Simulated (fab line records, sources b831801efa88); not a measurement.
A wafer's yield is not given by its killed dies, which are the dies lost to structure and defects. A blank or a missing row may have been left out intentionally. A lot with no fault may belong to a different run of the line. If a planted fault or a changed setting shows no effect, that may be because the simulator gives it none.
fab line records + flow sky130
record:
- lots: 12
- wafers: 36
- last-day: 50
route steps=708 shown METAL2@489 VIA2@523 METAL3@533 PAD_OPEN@708
lots with no fault: from the same line, run without faults
start-h: hours from the record's opening day to when the first of the lot's shown wafers began + wait-h: hours from the lot's prior step to this one + " the same as in the row above + L1.1+2: one row covering several wafers at once + - value missing, or start not given + * or withheld: withheld + < > ~ a bound
route shown NAME@n: names a module that has steps shown in the file, with the first one's number in the route + usual: mean/standard deviation taken from wafers without a fault + same: alike in all rows + chamber/n: place in a boat + sites: readings site by site + _std_site: standard deviation across them + _edge_site: inner sites' mean taken away from outer sites' mean + radius-mm: for every site, how far away it sits from the centre of the wafer + mask NAME#n: copy n + behind: the last tool/chamber to shape the wafer + hold: reason for holding the lot/hours on hold/outcome of the hold + device: names the non-switching transistor (n, p or np) + end of line: tests of these same wafers at the route's end + a step given without rows: its recipe and nothing more + killed: dies that structure and defects cost at the first sort, which is not the same as the wafer's yield + map: the dies of a wafer, with x for killed, . for not killed, _ for no die there
set.NAME: the setting as run; set.NAME@STEP: as run at that earlier step + model.NAME: the simulator's own value behind a step, which no gauge read
a sample of lots followed through the steps of the route, with each step as a table and each wafer as a row
services: from which hour (start-h, from the record's first day; less than 0 if before it) a tool's chamber was out of use, for how many hours, and why
== steps ==
step: SKY_METAL2_THK_MEAS_06
recipe:
- thk-meas-gauge: xrf
- reads: AlCu_of_METAL2_SPUTTER_02
usual:
- METAL2_ALCU_THK: 251/3.1
| lot.wafer | tool          | chamber | start-h | wait-h | METAL2_ALCU_THK[nm] |
|-----------|---------------|---------|---------|--------|---------------------|
| L656.2    | film-metro-02 | -       | 779.18  | 0.1    | 251                 |
| L656.3    | "             | -       | "       | "      | 252                 |
| L656.4    | "             | -       | "       | "      | 249                 |
| L657.2    | film-metro-01 | -       | 795.22  | 0.1    | 246                 |
| L657.3    | "             | -       | "       | "      | 243                 |
| L657.6    | "             | -       | "       | "      | 247                 |
| L658.3    | film-metro-04 | -       | 804.91  | 0.1    | 251                 |
| L658.5    | "             | -       | "       | "      | 251                 |
| L658.6    | "             | -       | "       | "      | 251                 |
| L659.1    | film-metro-01 | -       | 818.49  | 0.1    | 247                 |
| L659.2    | "             | -       | "       | "      | 244                 |
| L659.4    | "             | -       | "       | "      | 250                 |
| L661.1    | film-metro-04 | -       | 829.89  | 0.1    | 258                 |
| L661.5    | "             | -       | "       | "      | 254                 |
| L661.6    | "             | -       | "       | "      | 257                 |
| L663.1    | film-metro-02 | -       | 844.75  | 0.1    | 251                 |
| L663.2    | "             | -       | "       | "      | 253                 |
| L663.3    | "             | -       | "       | "      | 252                 |
| L673.1    | film-metro-01 | -       | 920.46  | 0.1    | 255                 |
| L673.2    | "             | -       | "       | "      | 252                 |
| L673.5    | "             | -       | "       | "      | 255                 |
| L674.1    | film-metro-04 | -       | 924.01  | 0.1    | 248                 |
| L674.2    | "             | -       | "       | "      | 248                 |
| L674.6    | "             | -       | "       | "      | 250                 |
| L675.2    | film-metro-04 | -       | 935.30  | 0.1    | 250                 |
| L675.5    | "             | -       | "       | "      | 252                 |
| L675.6    | "             | -       | "       | "      | 249                 |
| L677.3    | film-metro-04 | -       | 947.69  | 0.1    | 255                 |
| L677.5    | "             | -       | "       | "      | 254                 |
| L677.6    | "             | -       | "       | "      | 255                 |
| L678.3    | film-metro-01 | -       | 958.45  | 0.1    | 255                 |
| L678.4    | "             | -       | "       | "      | 251                 |
| L678.5    | "             | -       | "       | "      | 255                 |
| L679.2    | film-metro-02 | -       | 963.36  | 0.1    | 254                 |
| L679.3    | "             | -       | "       | "      | 258                 |
| L679.4    | "             | -       | "       | "      | 253                 |
step: SKY_VIA2_STRIP_16
recipe:
- chemistry: O2/N2
- power-w: 1400
- pressure-mtorr: 1500
- platen-temp-c: withheld
- o2-flow-sccm: 3000
- n2-flow-sccm: 300
- overash-fraction: 0.5
usual:
- drypump-motor-current-A: 5.9/0.43
- oes-product-au: 0.399/0.0047
- strip-time-to-endpoint-s: 4.06/0.037
| lot.wafer | tool            | chamber | start-h | wait-h | drypump-motor-current-A | oes-product-au | rf-hours-counter-h | strip-time-to-endpoint-s |
|-----------|-----------------|---------|---------|--------|-------------------------|----------------|--------------------|--------------------------|
| L656.2    | plasma-asher-03 | 1       | 835.30  | 0.0    | 6.2                     | 0.396          | 10                 | 4.14                     |
| L656.3    | "               | 1       | "       | "      | 6.2                     | 0.398          | -                  | 4.08                     |
| L656.4    | "               | 0       | "       | "      | 6.2                     | 0.404          | -                  | 4.14                     |
| L657.2    | plasma-asher-02 | 1       | 849.42  | 0.0    | 5.1                     | 0.401          | 42                 | 4.11                     |
| L657.3    | "               | 1       | "       | "      | 5.1                     | 0.392          | -                  | 4.04                     |
| L657.6    | "               | 0       | "       | "      | 5.9                     | 0.397          | -                  | 4.04                     |
| L658.3    | plasma-asher-02 | 1       | 859.62  | 0.1    | 5.1                     | 0.402          | -                  | 4.01                     |
| L658.5    | "               | 1       | "       | "      | 5.1                     | 0.407          | -                  | 4.02                     |
| L658.6    | "               | 0       | "       | "      | 5.8                     | 0.405          | -                  | 4.10                     |
| L659.1    | plasma-asher-03 | 1       | 871.48  | 0.0    | 6.2                     | 0.401          | 14                 | 4.11                     |
| L659.2    | "               | 0       | "       | "      | 6.2                     | 0.399          | 14                 | 4.06                     |
| L659.4    | "               | 1       | "       | "      | 6.2                     | 0.402          | -                  | 4.11                     |
| L661.1    | plasma-asher-02 | 0       | 883.07  | 0.0    | 5.8                     | 0.404          | 45                 | 4.10                     |
| L661.5    | "               | 1       | "       | "      | 5.1                     | 0.396          | -                  | 4.07                     |
| L661.6    | "               | 0       | "       | "      | 5.9                     | 0.397          | -                  | 4.03                     |
| L663.1    | plasma-asher-04 | 0       | 898.43  | 0.0    | 5.7                     | 0.399          | 99                 | 4.02                     |
| L663.2    | "               | 1       | "       | "      | 6.3                     | 0.396          | 99                 | 4.06                     |
| L663.3    | "               | 0       | "       | "      | 5.7                     | 0.399          | -                  | 4.09                     |
| L673.1    | plasma-asher-02 | 1       | 970.78  | 0.0    | 5.1                     | 0.399          | 54                 | 3.99                     |
| L673.2    | "               | 0       | "       | "      | 5.8                     | 0.404          | 54                 | 4.05                     |
| L673.5    | "               | 1       | "       | "      | 5.1                     | 0.391          | -                  | 4.05                     |
| L674.1    | plasma-asher-04 | 1       | 974.32  | 0.0    | 6.4                     | 0.398          | 106                | 4.06                     |
| L674.2    | "               | 0       | "       | "      | 5.8                     | 0.399          | 106                | 4.07                     |
| L674.6    | "               | 0       | "       | "      | 5.8                     | 0.401          | -                  | 4.07                     |
| L675.2    | plasma-asher-03 | 0       | 984.52  | 0.0    | 6.2                     | 0.402          | 26                 | 4.08                     |
| L675.5    | "               | 0       | "       | "      | 6.2                     | 0.402          | -                  | 4.07                     |
| L675.6    | "               | 1       | "       | "      | 6.2                     | 0.401          | -                  | 4.03                     |
| L677.3    | plasma-asher-04 | 1       | 996.96  | 0.1    | 6.4                     | 0.394          | -                  | 4.00                     |
| L677.5    | "               | 1       | "       | "      | 6.4                     | 0.397          | -                  | 4.07                     |
| L677.6    | "               | 0       | "       | "      | 5.8                     | 0.405          | -                  | 4.04                     |
| L678.3    | plasma-asher-02 | 1       | 1007.56 | 0.1    | 5.1                     | 0.391          | -                  | 4.04                     |
| L678.4    | "               | 0       | "       | "      | 5.8                     | 0.398          | -                  | 4.00                     |
| L678.5    | "               | 0       | "       | "      | 5.9                     | 0.401          | -                  | 4.09                     |
| L679.2    | plasma-asher-02 | 1       | 1011.33 | 0.0    | 5.1                     | 0.403          | 58                 | 3.98                     |
| L679.3    | "               | 1       | "       | "      | 5.1                     | 0.401          | -                  | 4.10                     |
| L679.4    | "               | 0       | "       | "      | 5.8                     | 0.404          | -                  | 4.07                     |
step: SKY_METAL3_SPUTTER_01
recipe:
- material: TiN
- target-thk-nm: 20
- power-w: 6500
- time-s: 16.7
- chamber-pressure-pa: 0.4
usual:
- cathode-dc-power-W: 6500.0/1.1
- throttle-valve-pct: 30.0/1.1
| lot.wafer | tool           | chamber | start-h | wait-h | cathode-dc-power-W | throttle-valve-pct |
|-----------|----------------|---------|---------|--------|--------------------|--------------------|
| L656.2    | pvd-sputter-04 | -       | 836.58  | 0.0    | 6499.2             | 28.3               |
| L656.3    | "              | -       | "       | "      | 6500.1             | 32.2               |
| L656.4    | "              | -       | "       | "      | 6500.6             | 29.5               |
| L657.2    | pvd-sputter-04 | -       | 851.02  | 0.0    | 6498.4             | 29.3               |
| L657.3    | "              | -       | "       | "      | 6499.5             | 29.6               |
| L657.6    | "              | -       | "       | "      | 6499.6             | 29.4               |
| L658.3    | pvd-sputter-04 | -       | 860.97  | 0.0    | 6497.4             | 29.3               |
| L658.5    | "              | -       | "       | "      | 6499.3             | 29.4               |
| L658.6    | "              | -       | "       | "      | 6502.4             | 29.3               |
| L659.1    | pvd-sputter-03 | -       | 872.86  | 0.0    | 6500.3             | 30.8               |
| L659.2    | "              | -       | "       | "      | 6499.8             | 29.1               |
| L659.4    | "              | -       | "       | "      | 6499.8             | 30.6               |
| L661.1    | pvd-sputter-02 | -       | 884.36  | 0.0    | 6500.3             | 29.6               |
| L661.5    | "              | -       | "       | "      | 6501.0             | 30.7               |
| L661.6    | "              | -       | "       | "      | 6499.1             | 30.5               |
| L663.1    | pvd-sputter-02 | -       | 899.74  | 0.0    | 6501.5             | 30.6               |
| L663.2    | "              | -       | "       | "      | 6501.7             | 29.0               |
| L663.3    | "              | -       | "       | "      | 6500.3             | 30.8               |
| L673.1    | pvd-sputter-04 | -       | 972.08  | 0.0    | 6769.5             | 32.1               |
| L673.2    | "              | -       | "       | "      | 6770.4             | 29.4               |
| L673.5    | "              | -       | "       | "      | 6770.1             | 29.3               |
| L674.1    | pvd-sputter-04 | -       | 976.01  | 0.0    | 6769.2             | 32.2               |
| L674.2    | "              | -       | "       | "      | 6771.0             | 29.4               |
| L674.6    | "              | -       | "       | "      | 6770.7             | 32.5               |
| L675.2    | pvd-sputter-02 | -       | 985.82  | 0.0    | 6499.2             | 31.0               |
| L675.5    | "              | -       | "       | "      | 6498.6             | 31.0               |
| L675.6    | "              | -       | "       | "      | 6499.4             | 30.2               |
| L677.3    | pvd-sputter-02 | -       | 998.21  | 0.0    | 6500.2             | 29.7               |
| L677.5    | "              | -       | "       | "      | 6499.8             | 28.9               |
| L677.6    | "              | -       | "       | "      | 6501.6             | 29.7               |
| L678.3    | pvd-sputter-03 | -       | 1008.84 | 0.0    | 6500.0             | 30.4               |
| L678.4    | "              | -       | "       | "      | 6500.8             | 30.7               |
| L678.5    | "              | -       | "       | "      | 6499.9             | 31.0               |
| L679.2    | pvd-sputter-03 | -       | 1012.63 | 0.0    | 6500.2             | 30.8               |
| L679.3    | "              | -       | "       | "      | 6501.4             | 30.5               |
| L679.4    | "              | -       | "       | "      | 6502.1             | 29.1               |
step: SKY_METAL3_SPUTTER_03
recipe:
- material: Ti
- target-thk-nm: 5
- power-w: 3000
- time-s: 3.3
- chamber-pressure-pa: 0.4
usual:
- cathode-dc-power-W: 3000.0/0.52
- throttle-valve-pct: 30.0/1.1
| lot.wafer | tool           | chamber | start-h | wait-h | cathode-dc-power-W | throttle-valve-pct |
|-----------|----------------|---------|---------|--------|--------------------|--------------------|
| L656.2    | pvd-sputter-04 | -       | 836.65  | 0.0    | 3000.3             | 28.2               |
| L656.3    | "              | -       | "       | "      | 3000.5             | 32.2               |
| L656.4    | "              | -       | "       | "      | 3000.2             | 29.7               |
| L657.2    | pvd-sputter-04 | -       | 851.08  | 0.0    | 2999.9             | 29.5               |
| L657.3    | "              | -       | "       | "      | 3001.1             | 29.5               |
| L657.6    | "              | -       | "       | "      | 2999.7             | 29.4               |
| L658.3    | pvd-sputter-04 | -       | 861.03  | 0.0    | 3000.4             | 29.4               |
| L658.5    | "              | -       | "       | "      | 2999.7             | 29.3               |
| L658.6    | "              | -       | "       | "      | 2999.8             | 29.7               |
| L659.1    | pvd-sputter-03 | -       | 872.93  | 0.0    | 3000.7             | 31.1               |
| L659.2    | "              | -       | "       | "      | 2999.2             | 29.0               |
| L659.4    | "              | -       | "       | "      | 2999.9             | 30.9               |
| L661.1    | pvd-sputter-02 | -       | 884.43  | 0.0    | 2999.6             | 29.8               |
| L661.5    | "              | -       | "       | "      | 2999.9             | 30.7               |
| L661.6    | "              | -       | "       | "      | 3000.7             | 30.6               |
| L663.1    | pvd-sputter-02 | -       | 899.81  | 0.0    | 2999.4             | 30.5               |
| L663.2    | "              | -       | "       | "      | 2999.3             | 29.0               |
| L663.3    | "              | -       | "       | "      | 2999.7             | 31.0               |
| L673.1    | pvd-sputter-04 | -       | 972.15  | 0.0    | 3000.3             | 32.2               |
| L673.2    | "              | -       | "       | "      | 2999.7             | 29.4               |
| L673.5    | "              | -       | "       | "      | 3000.2             | 29.4               |
| L674.1    | pvd-sputter-04 | -       | 976.08  | 0.0    | 3000.3             | 32.3               |
| L674.2    | "              | -       | "       | "      | 2999.5             | 29.2               |
| L674.6    | "              | -       | "       | "      | 3000.5             | 32.3               |
| L675.2    | pvd-sputter-02 | -       | 985.88  | 0.0    | 3000.1             | 30.8               |
| L675.5    | "              | -       | "       | "      | 2999.8             | 30.8               |
| L675.6    | "              | -       | "       | "      | 2999.7             | 30.4               |
| L677.3    | pvd-sputter-02 | -       | 998.27  | 0.0    | 3000.1             | 29.8               |
| L677.5    | "              | -       | "       | "      | 2999.8             | 28.9               |
| L677.6    | "              | -       | "       | "      | 2999.9             | 29.5               |
| L678.3    | pvd-sputter-03 | -       | 1008.91 | 0.0    | 3000.6             | 30.7               |
| L678.4    | "              | -       | "       | "      | 2999.9             | 30.5               |
| L678.5    | "              | -       | "       | "      | 3000.3             | 30.9               |
| L679.2    | pvd-sputter-03 | -       | 1012.70 | 0.0    | 2999.7             | 31.0               |
| L679.3    | "              | -       | "       | "      | 2999.9             | 30.7               |
| L679.4    | "              | -       | "       | "      | 2999.8             | 29.1               |
step: SKY_PAD_OPEN_PROBE_99
usual:
- defect-limited-yield: 82.9/2
- killed_at_M0_to_M3: 43/7
- killed_at_M4_up: 3.0/1.9
- killed-at-contacts: 24/4.6
- killed-at-front-end: 15/4.1
- killed-at-other: 0.3/0.52
- killed-dies: 84/9.7
- killed-open: 46/6.9
- killed-short: 38/6.8
- sort_bin_3_pad_short: 0.8/0.41
- sort_bin_5_function: 10.2/1.5
- sort_bin_6_memory: 6.1/1.1
- sort-n-pass: 408/9.7
- sort-yield-pct: 82.9/2
same:
- gross-dies: 492
- killed-at-back-side: 0
- sort_bin_4_leakage[%]: 0
- sort_bin_8_speed[%]: 0
| lot.wafer | tool      | chamber | start-h | wait-h | defect-limited-yield[%] | killed_at_M0_to_M3 | killed_at_M4_up | killed-at-contacts | killed-at-front-end | killed-at-other | killed-dies | killed-open | killed-short | sort_bin_3_pad_short[%] | sort_bin_5_function[%] | sort_bin_6_memory[%] | sort-n-pass | sort-yield-pct[%] |
|-----------|-----------|---------|---------|--------|-------------------------|--------------------|-----------------|--------------------|---------------------|-----------------|-------------|-------------|--------------|-------------------------|------------------------|----------------------|-------------|-------------------|
| L657.2    | prober-02 | -       | 1075.86 | 0.1    | 86.2                    | 25                 | 4               | 25                 | 13                  | 1               | 68          | 36          | 30           | 0.4                     | 8.7                    | 4.7                  | 424         | 86.2              |
| L657.3    | prober-02 | -       | 1075.91 | 0.2    | 83.5                    | 40                 | 3               | 17                 | 21                  | 0               | 81          | 43          | 38           | 0.2                     | 10.2                   | 6.1                  | 411         | 83.5              |
| L657.6    | prober-02 | -       | 1076.06 | 0.2    | 85.2                    | 40                 | 2               | 17                 | 14                  | 0               | 73          | 48          | 23           | 0.4                     | 9.8                    | 4.7                  | 419         | 85.2              |
| L673.1    | prober-01 | -       | 1169.28 | 0.1    | 81.9                    | 47                 | 4               | 27                 | 11                  | 0               | 89          | 54          | 35           | 0.8                     | 8.9                    | 8.3                  | 403         | 81.9              |
| L673.2    | prober-01 | -       | 1169.33 | 0.1    | 83.3                    | 39                 | 1               | 34                 | 8                   | 0               | 82          | 50          | 32           | 0.8                     | 9.8                    | 6.1                  | 410         | 83.3              |
| L673.5    | prober-01 | -       | 1169.48 | 0.2    | 81.3                    | 54                 | 1               | 21                 | 15                  | 1               | 92          | 50          | 40           | 0.6                     | 11.8                   | 6.3                  | 400         | 81.3              |
| L679.2    | prober-01 | -       | 1197.13 | 0.1    | 80.1                    | 51                 | 3               | 29                 | 15                  | 0               | 98          | 57          | 41           | 1.2                     | 11.2                   | 7.5                  | 394         | 80.1              |
| L679.3    | prober-01 | -       | 1197.18 | 0.2    | 87.2                    | 35                 | 1               | 17                 | 10                  | 0               | 63          | 25          | 38           | 0.8                     | 6.9                    | 5.1                  | 429         | 87.2              |
| L679.4    | prober-01 | -       | 1197.23 | 0.2    | 83.9                    | 48                 | 4               | 14                 | 13                  | 0               | 79          | 36          | 43           | 1.0                     | 8.5                    | 6.5                  | 413         | 83.9              |
killed by level:class
L657.2 LOCAL_INTERCONNECT:geometric-particle:short=9 FIELD_ISO:geometric-particle:open=6 LI_CONTACT:geometric-particle:open=5 CONTACT:geometric-particle:short=5 VIA1:geometric-particle:open=5 CONTACT:geometric-particle:open=3 METAL1:geometric-particle:short=3 METAL2:geometric-particle:short=3
L657.3 VIA1:geometric-particle:open=11 METAL1:geometric-particle:short=7 VIA2:geometric-particle:open=7 FIELD_ISO:geometric-particle:open=6 FIELD_ISO:geometric-particle:short=5 LI_CONTACT:geometric-particle:short=5 VIA1:geometric-particle:short=4 METAL2:geometric-particle:short=4
L657.6 VIA1:geometric-particle:open=11 LI_CONTACT:geometric-particle:open=9 VIA3:geometric-particle:open=8 CONTACT:geometric-particle:open=5 VIA1:geometric-particle:short=5 FIELD_ISO:geometric-particle:short=4 VIA2:geometric-particle:open=4 FIELD_ISO:geometric-particle:open=3
L673.1 CONTACT:geometric-particle:open=15 VIA3:geometric-particle:open=9 VIA1:geometric-particle:open=8 CONTACT:geometric-particle:short=5 LI_CONTACT:geometric-particle:open=4 VIA3:geometric-particle:short=4 VIA1:geometric-particle:short=4 VIA2:geometric-particle:short=4
L673.2 CONTACT:geometric-particle:open=18 VIA1:geometric-particle:open=14 CONTACT:geometric-particle:short=10 METAL1:geometric-particle:short=8 VIA3:geometric-particle:open=5 POLY_GATE:geometric-particle:open=4 METAL2:geometric-particle:short=4 FIELD_ISO:geometric-particle:open=2
L673.5 VIA1:geometric-particle:open=14 METAL1:geometric-particle:short=11 VIA3:geometric-particle:open=9 CONTACT:geometric-particle:open=6 LI_CONTACT:geometric-particle:open=5 FIELD_ISO:geometric-particle:open=4 POLY_GATE:geometric-particle:open=4 LOCAL_INTERCONNECT:geometric-particle:short=4
L679.2 LI_CONTACT:geometric-particle:open=13 VIA1:geometric-particle:open=12 CONTACT:geometric-particle:open=9 VIA2:geometric-particle:open=8 VIA1:geometric-particle:short=6 FIELD_ISO:geometric-particle:short=5 VIA3:geometric-particle:open=5 METAL1:geometric-particle:short=4
L679.3 METAL1:geometric-particle:short=10 VIA1:geometric-particle:open=7 METAL2:geometric-particle:short=6 FIELD_ISO:geometric-particle:short=5 LI_CONTACT:geometric-particle:open=5 CONTACT:geometric-particle:short=5 CONTACT:geometric-particle:open=4 METAL3:geometric-particle:short=3
L679.4 VIA1:geometric-particle:open=11 METAL2:geometric-particle:short=8 METAL1:geometric-particle:short=7 VIA2:geometric-particle:open=7 FIELD_ISO:geometric-particle:open=5 LOCAL_INTERCONNECT:geometric-particle:short=4 CONTACT:geometric-particle:short=4 VIA2:geometric-particle:short=4
== services ==
| tool            | chamber | start-h | hours | kind   |
|-----------------|---------|---------|-------|--------|
| plasma-asher-04 | -       | 815.53  | 14.6  | pm     |
| pvd-sputter-04  | -       | 822.14  | 5.7   | repair |
| plasma-asher-04 | -       | 823.40  | 9.9   | repair |
| pvd-sputter-02  | -       | 937.96  | 15.0  | repair |
| plasma-asher-04 | -       | 957.43  | 5.1   | repair |
| pvd-sputter-03  | -       | 987.66  | 2.1   | repair |
| plasma-asher-03 | -       | 987.77  | 14.6  | pm     |
== key ==
first-sign:
- step: SKY_METAL3_SPUTTER_01
- reading: cathode-dc-power-W
- direction: up
- sigmas: 99+
- usual: 6500.0
- struck: 6770.2
effect none on later readings
met-at SKY_METAL3_SPUTTER_01
struck-lots L673,L674
not-acting-at SKY_METAL2_THK_MEAS_06,SKY_VIA2_STRIP_16,SKY_METAL3_SPUTTER_03
onset-between 860.97 972.08
fault:
- kind: process-parameter-drift
- tool: pvd-sputter-04
- chamber: -
- onset-h: 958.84
- steps: SKY_METAL3_SPUTTER_01
- channel: power-w
- offset: *
- shape: step
- end-h: 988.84
- acts-in: *
- stated: *
